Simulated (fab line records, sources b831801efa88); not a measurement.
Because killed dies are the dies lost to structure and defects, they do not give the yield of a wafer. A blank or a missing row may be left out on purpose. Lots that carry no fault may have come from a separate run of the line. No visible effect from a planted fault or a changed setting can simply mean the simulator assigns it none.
fab line records -- flow gf180mcu
record lots=14, wafers=42, lastDay=34
route steps=602 shown NWELL@52 LVPWELL@64 V2@386 M3@424
lots untouched by any fault: they come from a run of this same line in which no faults occurred
startH: the number of hours between the record's first day and the start of the first shown wafer of the lot -- waitH: time in hours since the lot's previous step -- " unchanged from the row above -- L1.1+2: several wafers, shown together as one row -- - no value, or no start was given -- * or withheld: withheld -- < > ~ a bound
route shown NAME@n: names a module that has steps shown in the file, with the first one's number in the route -- usual: mean and standard deviation over wafers with no fault -- same: alike in all rows -- chamber/n: place in a boat -- sites: the reading at each site -- _std_site: the values' standard deviation -- _edge_site: outer sites' mean less inner sites' -- radiusMm: how far each site lies from the wafer's centre -- mask NAME#n: copy n -- behind: the tool/chamber that last shaped the wafer -- hold: the reason the lot was held/the length of the hold in hours/how it ended -- device: the n, p or np transistor that did not switch -- end of line: at the end of the route, the tests of the same wafers -- a step with no rows: only its recipe -- killed: the dies lost at the first sort to structure and to defects; this is not the yield of the wafer -- map: shows each die of a wafer: x if killed, . if not, _ if none is there
set.NAME: setting as actually run; set.NAME@STEP: the setting as run at that earlier step -- model.NAME: the simulator's own value behind a step, which no gauge read
route steps across a sampled set of lots; one table per step, one row per wafer
services: a tool's chamber out of use, with start hour (startH, from the record's first day; less than 0 if before it), hours out, and reason
## steps
# step GF_NWELL_STRIP_10
# recipe chemistry=O2/N2, powerW=1400, pressureMtorr=1500, platenTempC=250, o2FlowSccm=3000, n2FlowSccm=300, overashFraction=0.5
# usual chamberPressureMTorr=1500.3/1.3, drypumpMotorCurrentA=5.6/0.42, heaterPowerW=311/27, oesProductAu=0.722/0.0051, stripTimeToEndpointS=36.96/0.1
lot.wafer,tool,chamber,startH,waitH,chamberPressureMTorr,drypumpMotorCurrentA,heaterPowerW,oesProductAu,rfHoursCounterH,stripTimeToEndpointS
L841.2,plasmaAsher-01,1,58.36,0.1,1499.0,6.2,317,0.725,27,37.01
L841.3,plasmaAsher-01,1,58.36,0.1,1502.3,6.2,334,0.720,-,37.03
L841.4,plasmaAsher-01,0,58.36,0.1,1499.8,6.1,288,0.716,-,37.04
L842.3,plasmaAsher-02,0,63.20,0.1,1500.1,5.1,292,0.724,-,36.90
L842.5,plasmaAsher-02,0,63.20,0.1,1500.4,5.1,288,0.726,-,37.01
L842.6,plasmaAsher-02,1,63.20,0.1,1500.8,5.3,307,0.720,-,37.04
L843.2,plasmaAsher-02,0,69.47,0.1,1498.0,5.1,287,0.726,42,36.89
L843.4,plasmaAsher-02,1,69.47,0.1,1500.9,5.3,309,0.731,-,36.96
L843.5,plasmaAsher-02,0,69.47,0.1,1499.9,5.1,287,0.716,-,36.97
L844.2,plasmaAsher-02,0,73.87,0.1,1502.1,5.1,284,0.725,42,36.94
L844.3,plasmaAsher-02,1,73.87,0.1,1500.3,5.2,308,0.724,-,37.02
L844.6,plasmaAsher-02,1,73.87,0.1,1498.1,5.3,310,0.718,-,37.06
L845.3,plasmaAsher-02,0,79.55,0.1,1501.9,5.1,287,0.725,-,37.03
L845.4,plasmaAsher-02,1,79.55,0.1,1500.1,5.3,307,0.723,-,37.15
L845.6,plasmaAsher-02,1,79.55,0.1,1501.6,5.3,301,0.722,-,37.06
L847.3,plasmaAsher-02,1,89.41,0.1,1499.7,5.3,305,0.720,-,36.93
L847.4,plasmaAsher-02,0,89.41,0.1,1502.0,5.1,289,0.721,-,36.90
L847.6,plasmaAsher-02,0,89.41,0.1,1498.7,5.1,288,0.723,-,36.95
L848.2,plasmaAsher-04,1,92.82,0.1,1499.9,5.7,310,0.718,42,37.01
L848.3,plasmaAsher-04,0,92.82,0.1,1501.0,5.8,379,0.706,-,36.97
L848.4,plasmaAsher-04,1,92.82,0.1,1499.1,5.7,312,0.723,-,37.06
L850.2,plasmaAsher-01,1,104.87,0.1,1501.3,6.1,331,0.720,32,36.82
L850.5,plasmaAsher-01,1,104.87,0.1,1499.7,6.1,324,0.727,-,36.82
L850.6,plasmaAsher-01,0,104.87,0.1,1499.0,6.1,300,0.721,-,36.87
L851.2,plasmaAsher-04,1,111.02,0.1,1497.7,5.7,303,0.723,44,36.88
L851.5,plasmaAsher-04,0,111.02,0.1,1501.1,5.8,379,0.726,-,36.82
L851.6,plasmaAsher-04,1,111.02,0.1,1499.8,5.7,315,0.724,-,36.90
L852.1,plasmaAsher-01,0,116.12,0.1,1501.0,6.1,297,0.723,34,36.90
L852.2,plasmaAsher-01,1,116.12,0.1,1501.0,6.1,331,0.725,34,36.83
L852.6,plasmaAsher-01,1,116.12,0.1,1503.2,6.1,332,0.720,-,36.86
L861.1,plasmaAsher-01,1,166.42,0.1,-,-,-,-,-,-
L861.3,plasmaAsher-01,1,166.42,0.1,-,-,-,-,-,-
L861.5,plasmaAsher-01,0,166.42,0.1,-,-,-,-,-,-
L862.1,plasmaAsher-02,0,171.26,0.1,-,-,-,-,-,-
L862.2,plasmaAsher-02,1,171.26,0.1,-,-,-,-,-,-
L862.6,plasmaAsher-02,0,171.26,0.1,-,-,-,-,-,-
L863.1,plasmaAsher-02,0,175.81,0.1,1500.4,5.1,293,0.715,6,37.07
L863.3,plasmaAsher-02,0,175.81,0.1,1499.7,5.1,288,0.714,-,37.08
L863.6,plasmaAsher-02,1,175.81,0.1,1500.1,5.3,299,0.721,-,37.09
L864.1,plasmaAsher-02,0,181.42,0.1,1500.1,5.0,284,0.728,7,36.83
L864.2,plasmaAsher-02,1,181.42,0.1,1502.6,5.3,300,0.721,7,36.98
L864.4,plasmaAsher-02,0,181.42,0.1,1500.4,5.1,287,0.722,-,36.99
# step GF_LVPWELL_STRIP_10
# recipe chemistry=O2/N2, powerW=1400, pressureMtorr=1500, platenTempC=250, o2FlowSccm=3000, n2FlowSccm=300, overashFraction=0.5
# usual chamberPressureMTorr=1499.9/1.3, drypumpMotorCurrentA=5.6/0.64, heaterPowerW=323/30, oesProductAu=0.723/0.0042, stripTimeToEndpointS=37.05/0.11
lot.wafer,tool,chamber,startH,waitH,chamberPressureMTorr,drypumpMotorCurrentA,heaterPowerW,oesProductAu,rfHoursCounterH,stripTimeToEndpointS
L841.2,plasmaAsher-02,0,71.68,0.1,1497.9,5.1,276,0.726,42,36.83
L841.3,plasmaAsher-02,1,71.68,0.1,1501.2,5.3,307,0.717,-,37.00
L841.4,plasmaAsher-02,0,71.68,0.1,1498.1,5.1,282,0.724,-,36.94
L842.3,plasmaAsher-04,1,76.77,0.1,1501.3,5.7,308,0.725,-,37.07
L842.5,plasmaAsher-04,0,76.77,0.1,1500.4,5.8,386,0.726,-,37.15
L842.6,plasmaAsher-04,1,76.77,0.1,1501.3,5.7,311,0.726,-,37.10
L843.2,plasmaAsher-04,0,82.86,0.1,1498.5,5.8,386,0.725,41,36.97
L843.4,plasmaAsher-04,0,82.86,0.1,1499.6,5.8,388,0.723,-,36.98
L843.5,plasmaAsher-04,0,82.86,0.1,1501.0,5.8,381,0.720,-,36.92
L844.2,plasmaAsher-03,0,88.12,0.1,1501.1,6.8,340,0.725,43,36.89
L844.3,plasmaAsher-03,0,88.12,0.1,1499.7,6.7,329,0.722,-,36.95
L844.6,plasmaAsher-03,0,88.12,0.1,1501.7,6.8,334,0.729,-,37.05
L845.3,plasmaAsher-02,0,93.41,0.1,1499.8,5.1,288,0.722,-,37.09
L845.4,plasmaAsher-02,1,93.41,0.1,1500.6,5.3,309,0.722,-,36.88
L845.6,plasmaAsher-02,0,93.41,0.1,1499.1,5.0,292,0.717,-,37.01
L847.3,plasmaAsher-03,1,103.71,0.1,1499.9,5.0,315,0.722,-,37.11
L847.4,plasmaAsher-03,0,103.71,0.1,1499.3,6.8,334,0.730,-,37.00
L847.6,plasmaAsher-03,0,103.71,0.1,1500.7,6.8,336,0.724,-,36.92
L848.2,plasmaAsher-04,0,107.08,0.1,1499.1,5.8,384,0.727,43,36.89
L848.3,plasmaAsher-04,0,107.08,0.1,1500.2,5.8,391,0.719,-,36.99
L848.4,plasmaAsher-04,1,107.08,0.1,1498.9,5.7,308,0.726,-,36.81
L850.2,plasmaAsher-02,0,120.08,0.1,1499.0,5.1,294,0.723,0,37.18
L850.5,plasmaAsher-02,0,120.08,0.1,1500.9,5.1,293,0.724,-,37.22
L850.6,plasmaAsher-02,1,120.08,0.1,1501.1,5.3,298,0.724,-,37.19
L851.2,plasmaAsher-02,0,125.53,0.1,1497.8,5.1,284,0.717,1,37.01
L851.5,plasmaAsher-02,1,125.53,0.1,1501.8,5.3,299,0.725,-,36.92
L851.6,plasmaAsher-02,0,125.53,0.1,1499.8,5.1,292,0.726,-,36.98
L852.1,plasmaAsher-03,1,131.22,0.1,1501.8,4.9,316,0.720,48,37.10
L852.2,plasmaAsher-03,0,131.22,0.1,1499.8,6.8,326,0.728,48,37.05
L852.6,plasmaAsher-03,1,131.22,0.1,1500.1,4.9,309,0.713,-,37.02
L861.1,plasmaAsher-03,1,182.87,0.1,1500.3,4.9,311,0.743,53,81.51
L861.3,plasmaAsher-03,1,182.87,0.1,1497.1,4.9,316,0.735,-,81.32
L861.5,plasmaAsher-03,1,182.87,0.1,1498.3,4.9,315,0.737,-,81.29
L862.1,plasmaAsher-04,0,187.92,0.1,1499.3,5.8,384,0.751,50,81.35
L862.2,plasmaAsher-04,1,187.92,0.1,1500.6,5.7,314,0.738,50,81.24
L862.6,plasmaAsher-04,1,187.92,0.1,1499.5,5.7,309,0.744,-,81.37
L863.1,plasmaAsher-03,0,192.66,0.1,1500.8,6.8,338,0.723,54,37.18
L863.3,plasmaAsher-03,0,192.66,0.1,1496.9,6.8,335,0.724,-,36.99
L863.6,plasmaAsher-03,0,192.66,0.1,1499.7,6.8,329,0.726,-,37.13
L864.1,plasmaAsher-02,0,198.47,0.1,1500.7,5.1,289,0.729,9,37.24
L864.2,plasmaAsher-02,1,198.47,0.1,1497.3,5.3,297,0.724,9,37.17
L864.4,plasmaAsher-02,1,198.47,0.1,1499.5,5.3,299,0.722,-,37.23
# step GF_LVPWELL_TW_MEAS_11
# usual LVPWELL_TW=557.1/2.8
lot.wafer,tool,chamber,startH,waitH,LVPWELL_TW
L841.2,filmMetro-01,-,71.79,0.1,559.4
L841.3,filmMetro-01,-,71.79,0.1,558.5
L841.4,filmMetro-01,-,71.79,0.1,557.9
L842.3,filmMetro-04,-,76.85,0.1,552.2
L842.5,filmMetro-04,-,76.85,0.1,558.1
L842.6,filmMetro-04,-,76.85,0.1,553.4
L843.2,filmMetro-04,-,82.97,0.1,553.4
L843.4,filmMetro-04,-,82.97,0.1,558.3
L843.5,filmMetro-04,-,82.97,0.1,552.0
L844.2,filmMetro-04,-,88.23,0.1,552.1
L844.3,filmMetro-04,-,88.23,0.1,555.8
L844.6,filmMetro-04,-,88.23,0.1,553.7
L845.3,filmMetro-01,-,93.50,0.1,560.7
L845.4,filmMetro-01,-,93.50,0.1,555.9
L845.6,filmMetro-01,-,93.50,0.1,555.7
L847.3,filmMetro-03,-,103.80,0.1,554.8
L847.4,filmMetro-03,-,103.80,0.1,557.4
L847.6,filmMetro-03,-,103.80,0.1,553.8
L848.2,filmMetro-03,-,107.19,0.1,554.4
L848.3,filmMetro-03,-,107.19,0.1,556.7
L848.4,filmMetro-03,-,107.19,0.1,555.4
L850.2,filmMetro-04,-,120.19,0.1,558.0
L850.5,filmMetro-04,-,120.19,0.1,557.0
L850.6,filmMetro-04,-,120.19,0.1,561.6
L851.2,filmMetro-01,-,125.64,0.1,557.3
L851.5,filmMetro-01,-,125.64,0.1,553.5
L851.6,filmMetro-01,-,125.64,0.1,551.8
L852.1,filmMetro-04,-,131.32,0.1,559.1
L852.2,filmMetro-04,-,131.32,0.1,559.7
L852.6,filmMetro-04,-,131.32,0.1,558.0
L861.1,filmMetro-04,-,182.97,0.1,30.0
L861.3,filmMetro-04,-,182.97,0.1,30.0
L861.5,filmMetro-04,-,182.97,0.1,29.9
L862.1,filmMetro-01,-,188.02,0.1,30.0
L862.2,filmMetro-01,-,188.02,0.1,29.8
L862.6,filmMetro-01,-,188.02,0.1,29.8
L863.1,filmMetro-04,-,192.76,0.1,556.1
L863.3,filmMetro-04,-,192.76,0.1,554.8
L863.6,filmMetro-04,-,192.76,0.1,553.7
L864.1,filmMetro-01,-,198.62,0.1,557.1
L864.2,filmMetro-01,-,198.62,0.1,555.7
L864.4,filmMetro-01,-,198.62,0.1,557.4
# step GF_V2_CMP_04
# recipe material=SiO2, downForcePsi=4, platenRpm=60, padVelocityMS=0.94248
# usual motorCurrentA=11.8/1.2, timeToEndpointS=81/6.2
lot.wafer,tool,chamber,startH,waitH,motorCurrentA,timeToEndpointS
L841.3,cmp-01,3,441.18,0.0,11.8,68
L841.4,cmp-01,0,441.18,0.0,12.2,78
L841.2,cmp-01,2,441.18,0.0,10.3,77
L842.3,cmp-02,2,450.59,0.1,11.5,81
L842.6,cmp-02,0,450.59,0.1,11.1,85
L842.5,cmp-02,1,450.59,0.1,9.7,79
L843.2,cmp-01,0,459.45,0.2,11.7,80
L843.4,cmp-01,1,459.45,0.2,14.0,87
L843.5,cmp-01,0,459.45,0.2,12.2,93
L844.2,cmp-01,1,466.43,0.0,14.6,86
L844.3,cmp-01,3,466.43,0.0,11.9,77
L844.6,cmp-01,2,466.43,0.0,10.9,87
L845.3,cmp-02,0,480.62,0.0,11.4,77
L845.4,cmp-02,3,480.62,0.0,12.6,78
L845.6,cmp-02,0,480.62,0.0,11.7,84
L847.4,cmp-01,2,496.22,0.1,10.5,92
L847.3,cmp-01,3,496.22,0.1,12.2,77
L847.6,cmp-01,1,496.22,0.1,14.5,86
L848.4,cmp-02,2,500.12,0.0,11.9,81
L848.2,cmp-02,3,500.12,0.0,13.4,69
L848.3,cmp-02,0,500.12,0.0,11.4,74
L850.2,cmp-01,3,523.73,0.0,11.8,75
L850.6,cmp-01,3,523.73,0.0,12.3,81
L850.5,cmp-01,0,523.73,0.0,12.2,76
L851.2,cmp-01,3,531.86,0.1,11.5,77
L851.6,cmp-01,2,531.86,0.1,10.7,78
L851.5,cmp-01,3,531.86,0.1,11.5,84
L852.1,cmp-02,2,544.89,0.1,11.9,85
L852.2,cmp-02,3,544.89,0.1,12.4,84
L852.6,cmp-02,2,544.89,0.1,11.8,94
L861.1,cmp-02,3,607.94,0.1,13.0,87
L861.3,cmp-02,0,607.94,0.1,11.2,80
L861.5,cmp-02,0,607.94,0.1,11.8,87
L862.2,cmp-01,2,616.55,0.1,10.5,83
L862.1,cmp-01,3,616.55,0.1,12.1,81
L862.6,cmp-01,2,616.55,0.1,10.9,78
L863.3,cmp-01,2,618.49,0.1,10.6,73
L863.1,cmp-01,3,618.49,0.1,12.3,76
L863.6,cmp-01,0,618.49,0.1,12.3,75
L864.4,cmp-01,3,628.58,0.0,11.9,83
L864.1,cmp-01,0,628.58,0.0,12.6,74
L864.2,cmp-01,1,628.58,0.0,14.0,84
# step GF_V2_ETCH_16
# recipe chemistry=N2/H2, targetDepthA=withheld, overetchA=withheld, timeS=withheld, target=BARC, ionEnergyEv=200, sourceW=500, biasW=100, pressureMtorr=30, n2FlowSccm=100, h2FlowSccm=200
# usual drypumpMotorCurrentA=5.8/0.54, oesProductAu=0.854/0.0045, throttleValvePct=13.224/0.0086
lot.wafer,tool,chamber,startH,waitH,drypumpMotorCurrentA,oesProductAu,throttleValvePct
L841.2,rieDiel-02,1,466.29,0.0,5.8,0.855,13.226
L841.3,rieDiel-02,0,466.29,0.0,6.3,0.856,13.225
L841.4,rieDiel-02,3,466.29,0.0,5.4,0.849,13.221
L842.3,rieDiel-03,2,475.14,0.0,5.3,0.855,13.224
L842.5,rieDiel-03,0,475.14,0.0,6.7,0.858,13.224
L842.6,rieDiel-03,3,475.14,0.0,5.7,0.852,13.230
L843.2,rieDiel-02,3,483.48,0.0,5.4,0.856,13.221
L843.4,rieDiel-02,0,483.48,0.0,6.3,0.855,13.234
L843.5,rieDiel-02,0,483.48,0.0,6.3,0.850,13.231
L844.2,rieDiel-03,2,490.74,0.0,5.4,0.850,13.240
L844.3,rieDiel-03,2,490.74,0.0,5.4,0.855,13.224
L844.6,rieDiel-03,0,490.74,0.0,6.7,0.857,13.224
L845.3,rieDiel-03,1,504.19,0.0,4.8,0.846,13.233
L845.4,rieDiel-03,1,504.19,0.0,4.8,0.863,13.222
L845.6,rieDiel-03,2,504.19,0.0,5.4,0.855,13.221
L847.3,rieDiel-03,0,519.74,0.0,6.7,0.853,13.220
L847.4,rieDiel-03,1,519.74,0.0,4.7,0.857,13.222
L847.6,rieDiel-03,3,519.74,0.0,5.7,0.849,13.250
L848.2,rieDiel-04,2,523.64,0.0,5.7,0.853,13.220
L848.3,rieDiel-04,3,523.64,0.0,5.3,0.857,13.234
L848.4,rieDiel-04,1,523.64,0.0,6.2,0.861,13.225
L850.2,rieDiel-03,3,546.88,0.0,5.8,0.850,13.222
L850.5,rieDiel-03,1,546.88,0.0,4.7,0.854,13.224
L850.6,rieDiel-03,2,546.88,0.0,5.4,0.861,13.229
L851.2,rieDiel-02,0,554.44,0.0,6.2,0.860,13.224
L851.5,rieDiel-02,2,554.44,0.0,6.4,0.853,13.223
L851.6,rieDiel-02,1,554.44,0.0,5.9,0.853,13.223
L852.1,rieDiel-04,2,567.34,0.0,5.7,0.856,13.232
L852.2,rieDiel-04,0,567.34,0.0,5.2,0.850,13.237
L852.6,rieDiel-04,0,567.34,0.0,5.2,0.854,13.226
L861.1,rieDiel-04,2,629.04,0.0,5.8,0.853,13.229
L861.3,rieDiel-04,3,629.04,0.0,5.3,0.861,13.231
L861.5,rieDiel-04,1,629.04,0.0,6.1,0.860,13.230
L862.1,rieDiel-04,1,637.54,0.0,6.2,0.854,13.227
L862.2,rieDiel-04,3,637.54,0.0,5.3,0.858,13.218
L862.6,rieDiel-04,0,637.54,0.0,5.2,0.852,13.210
L863.1,rieDiel-02,1,638.94,0.0,5.8,0.848,13.231
L863.3,rieDiel-02,0,638.94,0.0,6.3,0.855,13.220
L863.6,rieDiel-02,3,638.94,0.0,5.4,0.852,13.229
L864.1,rieDiel-02,2,649.24,0.0,6.4,0.855,13.213
L864.2,rieDiel-02,3,649.24,0.0,5.4,0.853,13.229
L864.4,rieDiel-02,2,649.24,0.0,6.4,0.855,13.226
# step GF_M3_OVL_MEAS_15
# usual M3_OVL=0/5.2
lot.wafer,tool,chamber,startH,waitH,M3_OVL[nm]
L841.2,overlay-02,-,491.66,0.1,-2
L841.3,overlay-02,-,491.66,0.1,3
L841.4,overlay-02,-,491.66,0.1,6
L842.3,overlay-01,-,500.85,0.1,3
L842.5,overlay-01,-,500.85,0.1,0
L842.6,overlay-01,-,500.85,0.1,6
L843.2,overlay-02,-,508.85,0.1,4
L843.4,overlay-02,-,508.85,0.1,6
L843.5,overlay-02,-,508.85,0.1,-4
L844.2,overlay-01,-,516.25,0.1,4
L844.3,overlay-01,-,516.25,0.1,5
L844.6,overlay-01,-,516.25,0.1,9
L845.3,overlay-01,-,529.10,0.1,8
L845.4,overlay-01,-,529.10,0.1,5
L845.6,overlay-01,-,529.10,0.1,2
L847.3,overlay-01,-,544.41,0.1,-13
L847.4,overlay-01,-,544.41,0.1,-2
L847.6,overlay-01,-,544.41,0.1,-2
L848.2,overlay-01,-,548.00,0.1,-2
L848.3,overlay-01,-,548.00,0.1,-3
L848.4,overlay-01,-,548.00,0.1,-9
L850.2,overlay-02,-,571.29,0.1,1
L850.5,overlay-02,-,571.29,0.1,-1
L850.6,overlay-02,-,571.29,0.1,1
L851.2,overlay-02,-,578.09,0.1,-4
L851.5,overlay-02,-,578.09,0.1,2
L851.6,overlay-02,-,578.09,0.1,1
L852.1,overlay-01,-,590.42,0.1,-8
L852.2,overlay-01,-,590.42,0.1,-13
L852.6,overlay-01,-,590.42,0.1,-2
L861.1,overlay-02,-,649.99,0.1,1
L861.3,overlay-02,-,649.99,0.1,-5
L861.5,overlay-02,-,649.99,0.1,-1
L862.1,overlay-02,-,659.09,0.1,1
L862.2,overlay-02,-,659.09,0.1,3
L862.6,overlay-02,-,659.09,0.1,-2
L863.1,overlay-02,-,660.04,0.1,-4
L863.3,overlay-02,-,660.04,0.1,-9
L863.6,overlay-02,-,660.04,0.1,-5
L864.1,overlay-01,-,671.14,0.1,-12
L864.2,overlay-01,-,671.14,0.1,-7
L864.4,overlay-01,-,671.14,0.1,-7
## services
tool,chamber,startH,hours,kind
plasmaAsher-04,-,57.46,1.3,repair
cmp-01,-,59.06,3.4,pm
cmp-01,-,70.57,1.0,repair
plasmaAsher-02,-,82.57,1.5,repair
plasmaAsher-02,-,107.17,2.6,repair
plasmaAsher-02,-,109.81,9.0,pm
plasmaAsher-04,-,116.59,0.5,repair
plasmaAsher-04,-,122.33,3.7,repair
cmp-01,-,124.45,0.5,repair
cmp-01,-,129.54,2.0,repair
plasmaAsher-04,-,177.65,10.2,repair
cmp-01,-,232.24,4.0,pm
cmp-01,-,256.66,5.6,repair
cmp-01,-,257.39,2.4,repair
plasmaAsher-02,-,270.89,1.7,repair
plasmaAsher-04,-,314.95,6.7,repair
plasmaAsher-04,-,343.83,1.7,repair
plasmaAsher-04,-,345.50,17.3,pm
cmp-01,-,372.76,3.2,pm
cmp-01,-,388.57,1.2,repair
cmp-01,-,395.83,0.3,repair
plasmaAsher-04,-,421.35,9.0,pm
cmp-01,-,516.56,1.1,repair
cmp-01,-,572.24,4.0,pm
## key
firstSign step=GF_NWELL_STRIP_10, reading=toolRecord, direction=missing
effect step=GF_LVPWELL_STRIP_10, reading=stripTimeToEndpointS, direction=up, sigmas=99+, usual=*, struck=*
effect step=GF_LVPWELL_TW_MEAS_11, reading=LVPWELL_TW, direction=down, sigmas=99+, usual=557.1, struck=29.9
metAt GF_NWELL_STRIP_10
struckLots L861,L862
sortLeftOut L861.1,L861.3,L861.5,L862.1,L862.2,L862.6
testerLeftOut L861,L862
notActingAt GF_V2_CMP_04,GF_V2_ETCH_16,GF_M3_OVL_MEAS_15
onsetBetween 116.12 166.42
fault kind=skippedStepWhole, tool=plasmaAsher-01,plasmaAsher-02, chamber=-, onsetH=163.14, steps=GF_NWELL_STRIP_10, scope=struckLotsOnly
# testerLeftOut: of these lots the tester's yield and bins aren't shown, on N5 and GAA mostly nor the transistor test; their killed dies are dies lost to structure and defects alone, not to doping, threshold or leakage, so they don't give the yield
# sortLeftOut: the simulated sort isn't trusted on such a fault, so these wafers' sort isn't shown, and their yield isn't known
